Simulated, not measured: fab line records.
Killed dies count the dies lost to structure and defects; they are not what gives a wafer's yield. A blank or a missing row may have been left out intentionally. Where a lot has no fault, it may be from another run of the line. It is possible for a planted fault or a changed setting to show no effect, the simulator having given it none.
fab line records | flow gf180mcu
[record] lots = 15 | wafers = 44 | lastDay = 34
route steps=602 shown STI@15 MVSD@73 HV_LDD@228 V5@565
lots that met no fault: from a run of the same line without faults
startH: the number of hours between the record's first day and the start of the first shown wafer of the lot | waitH: hours from the lot's prior step to this one | " the same as in the row above | L1.1+2: a single row standing in for several wafers | - no value present, or no start provided | * or withheld: withheld | < > ~ a bound
route shown NAME@n: names a module that has steps shown in the file, with the first one's number in the route | usual: the fault-free wafers' mean and standard deviation | same: alike in all rows | chamber/n: place in a boat | sites: readings site by site | _std_site: their standard deviation | _edge_site: the outer-site mean with the inner-site mean subtracted | radiusMm: how far each site lies from the wafer's centre | mask NAME#n: copy n | behind: the last tool/chamber to shape the wafer | hold: cause of the lot's hold/its duration in hours/its outcome | device: the n, p or np transistor that did not switch | end of line: tests run on the same wafers once the route is complete | step lacking rows: just its recipe | killed: count of dies lost to structure and defects at first sort (not the wafer's yield) | map: shows each die of a wafer: x if killed, . if not, _ if none is there
set.NAME: the setting the step ran with; set.NAME@STEP: the setting that earlier step ran with | model.NAME: the simulator's own value behind a step, which no gauge read
a sample of lots followed through the steps of the route, with each step as a table and each wafer as a row
services: a tool's chamber out of use, with start hour (startH, from the record's first day; less than 0 if before it), hours out, and reason
[[steps]]
[step GF_STI_ETCH_14]
[recipe] target = Si | chemistry = HBr/Cl2/O2 | targetDepthNm = 360 | icpW = 600 | biasW = 150 | pressureMtorr = 15 | HBr_flow_sccm = 150 | Cl2_flow_sccm = 40 | O2_flow_sccm = 6 | timeS = 102.9
[usual] drypumpMotorCurrentA = 5.4/0.46 | mfcCl2Sccm = 40.00/0.12 | oesProductAu = 0.996/0.0093 | runLengthS = 131.1/0.4 | throttleValvePct = 25.658/0.01
lot.wafer | tool     | chamber | startH | waitH | drypumpMotorCurrentA | mfcCl2Sccm | oesProductAu | rfHoursCounterH | runLengthS | throttleValvePct
L324.1    | rieSi-01 | 2       | 25.69  | 0.0   | 5.3                  | 40.07      | 0.996        | 2               | 130.9      | 25.674
L324.4    | "        | 3       | "      | "     | 5.9                  | 40.32      | 1.000        | 80              | 131.1      | 25.673
L324.6    | "        | 3       | "      | "     | 5.9                  | 40.09      | 1.001        | -               | 131.1      | 25.664
L325.3    | rieSi-02 | 0       | 31.71  | 0.0   | 6.1                  | 39.85      | 0.996        | 75              | 131.4      | 25.666
L325.4    | "        | 3       | "      | "     | 5.1                  | 40.08      | 0.987        | -               | 130.7      | 25.680
L325.6    | "        | 1       | "      | "     | 5.3                  | 40.03      | 0.999        | -               | 130.7      | 25.651
L327.1    | rieSi-02 | 2       | 41.04  | 0.0   | 4.8                  | 40.11      | 0.995        | 136             | 131.5      | 25.655
L327.2    | "        | 3       | "      | "     | 5.1                  | 40.00      | 0.995        | 128             | 130.4      | 25.664
L327.6    | "        | 2       | "      | "     | 4.8                  | 40.00      | 0.991        | -               | 131.2      | 25.655
L328.2    | rieSi-02 | 2       | 46.91  | 0.0   | 4.8                  | 40.06      | 0.992        | 136             | 131.2      | 25.647
L328.3    | "        | 1       | "      | "     | 5.4                  | 40.11      | 1.001        | 44              | 130.8      | 25.656
L328.6    | "        | 0       | "      | "     | 6.1                  | 40.02      | 0.995        | -               | 131.3      | 25.667
L329.3    | rieSi-02 | 0       | 52.96  | 0.0   | 6.2                  | 39.95      | 0.986        | 75              | 131.2      | 25.660
L329.5    | "        | 2       | "      | "     | 4.8                  | 40.04      | 0.988        | -               | 131.8      | 25.673
L329.6    | "        | 1       | "      | "     | 5.3                  | 39.98      | 1.004        | -               | 130.7      | 25.653
L330.2    | rieSi-02 | 2       | 58.41  | 0.0   | 4.8                  | 39.91      | 0.988        | 136             | 131.5      | 25.673
L330.4    | "        | 1       | "      | "     | 5.3                  | 40.06      | 0.983        | 44              | 130.7      | 25.665
L330.6    | "        | 0       | "      | "     | 6.2                  | 40.04      | 0.984        | -               | 131.5      | 25.676
L331.1    | rieSi-02 | 0       | 62.48  | 0.0   | 6.1                  | 39.94      | 0.990        | 76              | 131.2      | 25.647
L331.4    | "        | 3       | "      | "     | 5.1                  | 39.97      | 0.994        | 128             | 130.5      | 25.676
L331.6    | "        | 2       | "      | "     | 4.8                  | 40.09      | 0.996        | -               | 131.2      | 25.654
L332.1    | rieSi-01 | 3       | 66.95  | 0.0   | 5.9                  | 40.09      | 1.010        | 80              | 131.3      | 25.664
L332.4    | "        | 3       | "      | "     | 6.0                  | 40.16      | 1.011        | -               | 131.7      | 25.630
L332.5    | "        | 2       | "      | "     | 5.2                  | 39.95      | 0.994        | -               | 131.0      | 25.651
L333.1    | rieSi-01 | 0       | 71.93  | 0.0   | 5.8                  | 39.87      | 0.988        | 5               | 131.1      | 25.662
L333.2    | "        | 2       | "      | "     | 5.3                  | 39.73      | 0.995        | 2               | 131.5      | 25.649
L333.4    | "        | 0       | "      | "     | 5.8                  | 39.86      | 0.976        | -               | 131.4      | 25.665
L339.4    | rieSi-02 | 0       | 103.10 | 0.0   | 6.1                  | 39.79      | 0.988        | 76              | 131.1      | 25.659
L339.5    | "        | 0       | "      | "     | 6.1                  | 39.95      | 0.979        | -               | 80.5       | 25.663
L341.1    | rieSi-02 | 3       | 112.33 | 0.0   | 5.1                  | 39.90      | 1.005        | 129             | 79.9       | 25.671
L341.2    | "        | 2       | "      | "     | 4.8                  | 40.18      | 1.003        | 136             | 131.3      | 25.644
L341.4    | "        | 1       | "      | "     | 5.4                  | 40.16      | 1.003        | 44              | 131.2      | 25.659
L342.2    | rieSi-02 | 0       | 120.70 | 0.0   | 6.1                  | 40.02      | 0.977        | 76              | 131.8      | 25.677
L342.5    | "        | 3       | "      | "     | 5.1                  | 39.92      | 0.999        | -               | 80.1       | 25.680
L342.6    | "        | 2       | "      | "     | 4.8                  | 40.11      | 1.002        | -               | 131.6      | 25.657
L345.1    | rieSi-01 | 0       | 133.81 | 0.0   | 5.8                  | 39.96      | 0.990        | 5               | 131.0      | 25.666
L345.2    | "        | 1       | "      | "     | 5.7                  | 40.13      | 1.003        | 0               | 131.7      | 25.661
L345.6    | "        | 1       | "      | "     | 5.7                  | 40.01      | 1.015        | -               | 131.7      | 25.639
L346.1    | rieSi-01 | 2       | 138.66 | 0.0   | 5.2                  | 40.04      | 1.003        | 3               | 131.5      | 25.677
L346.2    | "        | 3       | "      | "     | 6.0                  | 39.84      | 1.013        | 80              | 131.3      | 25.647
L346.5    | "        | 1       | "      | "     | 5.7                  | 40.13      | 1.016        | -               | 131.5      | 25.628
L347.2    | rieSi-01 | 2       | 143.93 | 0.0   | 5.2                  | 40.10      | 1.000        | 3               | 130.9      | 25.659
L347.3    | "        | 0       | "      | "     | 5.8                  | 39.97      | 1.001        | 5               | 131.1      | 25.661
L347.4    | "        | 1       | "      | "     | 5.7                  | 39.89      | 1.022        | 1               | 131.4      | 25.644
[step GF_STI_STRIP_15]
[recipe] chemistry = O2/N2 | powerW = 1400 | pressureMtorr = 1500 | platenTempC = 250 | o2FlowSccm = 3000 | n2FlowSccm = 300 | overashFraction = 0.5
[usual] drypumpMotorCurrentA = 5.9/0.56 | heaterPowerW = 324/17 | oesProductAu = 0.384/0.0046 | stripTimeToEndpointS = 3.72/0.039
lot.wafer | tool           | chamber | startH | waitH | drypumpMotorCurrentA | heaterPowerW | oesProductAu | rfHoursCounterH | stripTimeToEndpointS
L324.1    | plasmaAsher-02 | 1       | 25.76  | 0.0   | 5.5                  | 299          | 0.377        | 35              | 3.71
L324.4    | "              | 1       | "      | "     | 5.5                  | 298          | 0.385        | -               | 3.75
L324.6    | "              | 1       | "      | "     | 5.5                  | 303          | 0.389        | -               | 3.70
L325.3    | plasmaAsher-01 | 0       | 31.82  | 0.1   | 5.3                  | 320          | 0.381        | -               | 3.73
L325.4    | "              | 1       | "      | "     | 5.3                  | 349          | 0.377        | -               | 3.69
L325.6    | "              | 1       | "      | "     | 5.3                  | 335          | 0.390        | -               | 3.72
L327.1    | plasmaAsher-03 | 1       | 41.11  | 0.0   | 6.6                  | 330          | 0.389        | 24              | 3.75
L327.2    | "              | 0       | "      | "     | 5.5                  | 334          | 0.380        | 24              | 3.75
L327.6    | "              | 0       | "      | "     | 5.5                  | 338          | 0.380        | -               | 3.72
L328.2    | plasmaAsher-02 | 0       | 46.98  | 0.0   | 6.5                  | 328          | 0.381        | 37              | 3.77
L328.3    | "              | 0       | "      | "     | 6.6                  | 337          | 0.391        | -               | 3.68
L328.6    | "              | 0       | "      | "     | 6.6                  | 328          | 0.376        | -               | 3.72
L329.3    | plasmaAsher-01 | 1       | 53.07  | 0.1   | 5.3                  | 363          | 0.385        | -               | 3.69
L329.5    | "              | 0       | "      | "     | 5.3                  | 335          | 0.383        | -               | 3.75
L329.6    | "              | 1       | "      | "     | 5.3                  | 352          | 0.384        | -               | 3.68
L330.2    | plasmaAsher-02 | 0       | 58.48  | 0.0   | 6.5                  | 326          | 0.382        | 38              | 3.72
L330.4    | "              | 1       | "      | "     | 5.5                  | 289          | 0.391        | -               | 3.74
L330.6    | "              | 0       | "      | "     | 6.6                  | 330          | 0.387        | -               | 3.75
L331.1    | plasmaAsher-03 | 0       | 62.56  | 0.0   | 5.5                  | 330          | 0.389        | 26              | 3.69
L331.4    | "              | 1       | "      | "     | 6.6                  | 327          | 0.381        | -               | 3.68
L331.6    | "              | 0       | "      | "     | 5.5                  | 335          | 0.379        | -               | 3.64
L332.1    | plasmaAsher-03 | 1       | 67.03  | 0.0   | 6.6                  | 328          | 0.386        | 26              | 3.69
L332.4    | "              | 0       | "      | "     | 5.5                  | 330          | 0.382        | -               | 3.65
L332.5    | "              | 0       | "      | "     | 5.5                  | 340          | 0.381        | -               | 3.72
L333.1    | plasmaAsher-02 | 1       | 72.01  | 0.0   | 5.5                  | 298          | 0.382        | 40              | 3.69
L333.2    | "              | 0       | "      | "     | 6.6                  | 327          | 0.383        | 40              | 3.70
L333.4    | "              | 1       | "      | "     | 5.5                  | 288          | 0.379        | -               | 3.73
L339.4    | plasmaAsher-03 | 0       | 103.21 | 0.1   | 5.5                  | 336          | 0.384        | -               | 3.75
L339.5    | "              | 1       | "      | "     | 6.6                  | 330          | 0.405        | -               | 4.35
L341.1    | plasmaAsher-02 | 1       | 112.41 | 0.0   | 5.5                  | 295          | 0.404        | 44              | 4.31
L341.2    | "              | 0       | "      | "     | 6.6                  | 328          | 0.380        | 44              | 3.75
L341.4    | "              | 1       | "      | "     | 5.5                  | 303          | 0.387        | -               | 3.76
L342.2    | plasmaAsher-02 | 1       | 120.78 | 0.0   | 5.5                  | 299          | 0.381        | 45              | 3.73
L342.5    | "              | 0       | "      | "     | 6.5                  | 332          | 0.415        | -               | 4.30
L342.6    | "              | 1       | "      | "     | 5.5                  | 296          | 0.390        | -               | 3.73
L345.1    | plasmaAsher-02 | 0       | 133.88 | 0.0   | 6.6                  | 320          | 0.386        | 46              | 3.73
L345.2    | "              | 1       | "      | "     | 5.5                  | 300          | 0.383        | 46              | 3.65
L345.6    | "              | 0       | "      | "     | 6.6                  | 328          | 0.384        | -               | 3.66
L346.1    | plasmaAsher-02 | 1       | 138.73 | 0.0   | 5.5                  | 293          | 0.389        | 47              | 3.82
L346.2    | "              | 0       | "      | "     | 6.6                  | 327          | 0.386        | 47              | 3.74
L346.5    | "              | 1       | "      | "     | 5.5                  | 297          | 0.377        | -               | 3.75
L347.2    | plasmaAsher-01 | 0       | 144.01 | 0.0   | 5.3                  | 311          | 0.383        | 3               | 3.77
L347.3    | "              | 1       | "      | "     | 5.3                  | 342          | 0.380        | -               | 3.72
L347.4    | "              | 0       | "      | "     | 5.3                  | 313          | 0.386        | -               | 3.69
[step GF_MVSD_OVL_MEAS_07]
[usual] MVSD_OVL = 0.2/1.1
lot.wafer | tool       | chamber | startH | waitH | MVSD_OVL[nm]
L324.1    | overlay-01 | -       | 81.79  | -     | 0.1
L324.4    | "          | -       | "      | "     | 0.8
L324.6    | "          | -       | "      | "     | 0.0
L325.3    | overlay-02 | -       | 86.82  | -     | 0.2
L325.4    | "          | -       | "      | "     | -1.1
L325.6    | "          | -       | "      | "     | 0.2
L327.1    | overlay-02 | -       | 101.11 | -     | -0.4
L327.2    | "          | -       | "      | "     | -0.8
L327.6    | "          | -       | "      | "     | -0.6
L328.2    | overlay-02 | -       | 106.46 | -     | 0.6
L328.3    | "          | -       | "      | "     | -0.5
L328.6    | "          | -       | "      | "     | -0.8
L329.3    | overlay-01 | -       | 114.95 | -     | 0.7
L329.5    | "          | -       | "      | "     | 0.1
L329.6    | "          | -       | "      | "     | 1.2
L330.2    | overlay-02 | -       | 118.99 | -     | -0.4
L330.4    | "          | -       | "      | "     | -3.3
L330.6    | "          | -       | "      | "     | -3.5
L331.1    | overlay-02 | -       | 124.68 | -     | 0.1
L331.4    | "          | -       | "      | "     | 0.6
L331.6    | "          | -       | "      | "     | 0.6
L332.1    | overlay-01 | -       | 131.63 | -     | 0.0
L332.4    | "          | -       | "      | "     | -0.2
L332.5    | "          | -       | "      | "     | 0.5
L333.1    | overlay-02 | -       | 134.61 | -     | 1.8
L333.2    | "          | -       | "      | "     | 1.5
L333.4    | "          | -       | "      | "     | 1.4
L339.4    | overlay-02 | -       | 173.87 | -     | 0.4
L339.5    | "          | -       | "      | "     | 0.3
L341.1    | overlay-01 | -       | 180.43 | -     | 0.7
L341.2    | "          | -       | "      | "     | -0.6
L341.4    | "          | -       | "      | "     | 1.0
L342.2    | overlay-01 | -       | 188.76 | -     | -0.3
L342.5    | "          | -       | "      | "     | 0.0
L342.6    | "          | -       | "      | "     | -1.0
L345.1    | overlay-02 | -       | 205.10 | -     | -0.5
L345.2    | "          | -       | "      | "     | -0.1
L345.6    | "          | -       | "      | "     | -0.4
L346.1    | overlay-02 | -       | 209.63 | -     | -0.7
L346.2    | "          | -       | "      | "     | 0.4
L346.5    | "          | -       | "      | "     | -0.3
L347.2    | overlay-02 | -       | 215.29 | -     | 2.0
L347.3    | "          | -       | "      | "     | 0.5
L347.4    | "          | -       | "      | "     | 2.3
[step GF_HV_LDD_RTA_52]
[recipe] tempC = 1000 | timeS = 10 | ambient = N2
[usual] lampPowerPct = 34.0/1.2 | wafer_temp_C_max = 1004.6/1.3
lot.wafer | tool         | chamber | startH | waitH | lampPowerPct | wafer_temp_C_max
L324.1    | rtpAnneal-02 | 0       | 272.55 | 0.0   | 35.1         | 1006.3
L324.4    | "            | 0       | "      | "     | 35.1         | 1006.2
L324.6    | "            | 0       | "      | "     | 35.0         | 1003.2
L325.3    | rtpAnneal-02 | 0       | 284.22 | 0.0   | 35.1         | 1005.9
L325.4    | "            | 0       | "      | "     | 35.0         | 1004.7
L325.6    | "            | 0       | "      | "     | 35.0         | 1006.5
L327.1    | rtpAnneal-02 | 0       | 301.45 | 0.0   | 35.1         | 1005.5
L327.2    | "            | 0       | "      | "     | 35.1         | 1005.3
L327.6    | "            | 0       | "      | "     | 35.0         | 1005.5
L328.2    | rtpAnneal-01 | 0       | 314.68 | 0.0   | 32.7         | 1004.4
L328.3    | "            | 0       | "      | "     | 32.7         | 1004.2
L328.6    | "            | 0       | "      | "     | 32.7         | 1004.5
L329.3    | rtpAnneal-02 | 0       | 317.83 | 0.0   | 35.1         | 1006.4
L329.5    | "            | 0       | "      | "     | 35.1         | 1005.2
L329.6    | "            | 0       | "      | "     | 35.0         | 1003.9
L330.2    | rtpAnneal-02 | 0       | 323.43 | 0.0   | 35.1         | 1003.9
L330.4    | "            | 0       | "      | "     | 35.1         | 1006.3
L330.6    | "            | 0       | "      | "     | 35.1         | 1004.8
L331.1    | rtpAnneal-01 | 0       | 330.30 | 0.0   | 32.7         | 1002.1
L331.4    | "            | 0       | "      | "     | 32.7         | 1004.4
L331.6    | "            | 0       | "      | "     | 32.7         | 1004.4
L332.1    | rtpAnneal-01 | 0       | 341.45 | 0.0   | 32.7         | 1003.3
L332.4    | "            | 0       | "      | "     | 32.7         | 1005.0
L332.5    | "            | 0       | "      | "     | 32.7         | 1003.4
L333.1    | rtpAnneal-02 | 0       | 345.20 | 0.0   | 35.1         | 1003.6
L333.2    | "            | 0       | "      | "     | 35.0         | 1004.8
L333.4    | "            | 0       | "      | "     | 35.1         | 1005.9
L339.4    | rtpAnneal-02 | 0       | 400.35 | 0.0   | 35.0         | 1006.0
L339.5    | "            | 0       | "      | "     | 35.1         | 1006.5
L341.1    | rtpAnneal-02 | 0       | 410.60 | 0.0   | 35.1         | 1005.2
L341.2    | "            | 0       | "      | "     | 35.1         | 1006.6
L341.4    | "            | 0       | "      | "     | 35.1         | 1004.9
L342.2    | rtpAnneal-02 | 0       | 421.76 | 0.0   | 35.1         | 1005.0
L342.5    | "            | 0       | "      | "     | 35.1         | 1005.4
L342.6    | "            | 0       | "      | "     | 35.1         | 1005.8
L345.1    | rtpAnneal-01 | 0       | 442.25 | 0.0   | 32.7         | 1005.8
L345.2    | "            | 0       | "      | "     | 32.7         | 1004.6
L345.6    | "            | 0       | "      | "     | 32.8         | 1004.5
L346.1    | rtpAnneal-01 | 0       | 454.74 | 0.0   | 32.7         | 1003.1
L346.2    | "            | 0       | "      | "     | 32.7         | 1004.0
L346.5    | "            | 0       | "      | "     | 32.7         | 1003.1
L347.2    | rtpAnneal-02 | 0       | 460.76 | 0.0   | 35.0         | 1007.4
L347.3    | "            | 0       | "      | "     | 35.1         | 1005.4
L347.4    | "            | 0       | "      | "     | 35.1         | 1004.8
[step GF_V5_THK_MEAS_25]
[recipe] thkMeasGauge = xrf | reads = W_of_V5_CVD_23
[usual] V5_W_THK = 347/4.3
lot.wafer | tool         | chamber | startH | waitH | V5_W_THK[nm]
L324.1    | filmMetro-04 | -       | 630.02 | 0.1   | 344
L324.4    | "            | -       | "      | "     | 347
L324.6    | "            | -       | "      | "     | 351
L325.3    | filmMetro-02 | -       | 643.95 | 0.1   | 344
L325.4    | "            | -       | "      | "     | 343
L325.6    | "            | -       | "      | "     | 339
L327.1    | filmMetro-04 | -       | 658.67 | 0.1   | 346
L327.2    | "            | -       | "      | "     | 349
L327.6    | "            | -       | "      | "     | 350
L328.2    | filmMetro-04 | -       | 671.76 | 0.1   | 350
L328.3    | "            | -       | "      | "     | 352
L328.6    | "            | -       | "      | "     | 350
L329.3    | filmMetro-04 | -       | 675.99 | 0.1   | 348
L329.5    | "            | -       | "      | "     | 345
L329.6    | "            | -       | "      | "     | 345
L330.2    | filmMetro-02 | -       | 677.93 | 0.1   | 344
L330.4    | "            | -       | "      | "     | 346
L330.6    | "            | -       | "      | "     | 349
L331.1    | filmMetro-01 | -       | 685.49 | 0.1   | 344
L331.4    | "            | -       | "      | "     | 346
L331.6    | "            | -       | "      | "     | 340
L332.1    | filmMetro-01 | -       | 694.20 | 0.1   | 343
L332.4    | "            | -       | "      | "     | 339
L332.5    | "            | -       | "      | "     | 344
L333.1    | filmMetro-04 | -       | 697.76 | 0.1   | 350
L333.2    | "            | -       | "      | "     | 355
L333.4    | "            | -       | "      | "     | 349
L339.4    | filmMetro-04 | -       | 745.28 | 0.1   | 354
L339.5    | "            | -       | "      | "     | 351
L341.1    | filmMetro-04 | -       | 752.23 | 0.1   | 359
L341.2    | "            | -       | "      | "     | 350
L341.4    | "            | -       | "      | "     | 354
L342.2    | filmMetro-02 | -       | 757.80 | 0.1   | 361
L342.5    | "            | -       | "      | "     | 355
L342.6    | "            | -       | "      | "     | 354
L345.1    | filmMetro-01 | -       | 771.87 | 0.1   | 342
L345.2    | "            | -       | "      | "     | 346
L345.6    | "            | -       | "      | "     | 341
L346.1    | filmMetro-04 | -       | 779.83 | 0.1   | 354
L346.2    | "            | -       | "      | "     | 348
L346.5    | "            | -       | "      | "     | 351
L347.2    | filmMetro-01 | -       | 784.54 | 0.1   | 345
L347.3    | "            | -       | "      | "     | 345
L347.4    | "            | -       | "      | "     | 347
[[services]]
tool           | chamber | startH | hours | kind
rieSi-02       | 2       | 28.97  | 4.7   | repair
rieSi-01       | -       | 30.85  | 28.1  | pm
rieSi-02       | -       | 34.35  | 0.1   | repair
plasmaAsher-03 | -       | 45.19  | 3.8   | repair
plasmaAsher-02 | -       | 54.04  | 2.0   | repair
plasmaAsher-01 | -       | 108.75 | 9.0   | pm
plasmaAsher-03 | -       | 110.79 | 1.7   | repair
plasmaAsher-03 | -       | 150.90 | 11.1  | repair
rieSi-01       | 1       | 157.24 | 13.2  | repair
plasmaAsher-01 | -       | 163.62 | 6.3   | repair
plasmaAsher-02 | -       | 203.58 | 17.4  | repair
rieSi-01       | -       | 203.94 | 2.8   | pm
plasmaAsher-01 | -       | 211.01 | 3.3   | repair
plasmaAsher-03 | -       | 258.30 | 0.7   | repair
plasmaAsher-03 | -       | 268.33 | 0.9   | repair
rieSi-01       | 0       | 281.08 | 29.3  | repair
plasmaAsher-02 | -       | 292.13 | 2.8   | pm
rieSi-01       | 3       | 304.22 | 19.7  | repair
rieSi-01       | 2       | 320.35 | 3.8   | repair
plasmaAsher-02 | -       | 339.05 | 0.3   | repair
rtpAnneal-01   | -       | 399.89 | 5.2   | pm
plasmaAsher-01 | -       | 406.31 | 2.1   | repair
plasmaAsher-02 | -       | 406.93 | 7.6   | repair
plasmaAsher-02 | -       | 421.25 | 9.0   | pm
[[key]]
[firstSign] step = GF_STI_ETCH_14 | reading = runLengthS | direction = down | sigmas = 99+ | usual = * | struck = *
[effect] step = GF_STI_STRIP_15 | reading = stripTimeToEndpointS | direction = up | sigmas = 15 | usual = * | struck = *
metAt GF_STI_ETCH_14
struckLots L339,L341,L342
struckWafers L339.5,L341.1,L342.5
sortLeftOut L339.5,L341.1,L342.5
testerLeftOut L339,L341,L342
notActingAt GF_MVSD_OVL_MEAS_07,GF_HV_LDD_RTA_52,GF_V5_THK_MEAS_25
onsetBetween 62.48 103.10
[fault] kind = processParameterDrift | tool = rieSi-02 | chamber = - | onsetH = 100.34 | steps = GF_STI_ETCH_14 | channel = timeS | offset = * | shape = step | endH = 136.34 | scope = struckWafersOnly | actsIn = * | stated = *
// testerLeftOut: of these lots the tester's yield and bins aren't shown, on N5 and GAA mostly nor the transistor test; their killed dies are dies lost to structure and defects alone, not to doping, threshold or leakage, so they don't give the yield
// sortLeftOut: the simulated sort isn't trusted on such a fault, so these wafers' sort isn't shown, and their yield isn't known
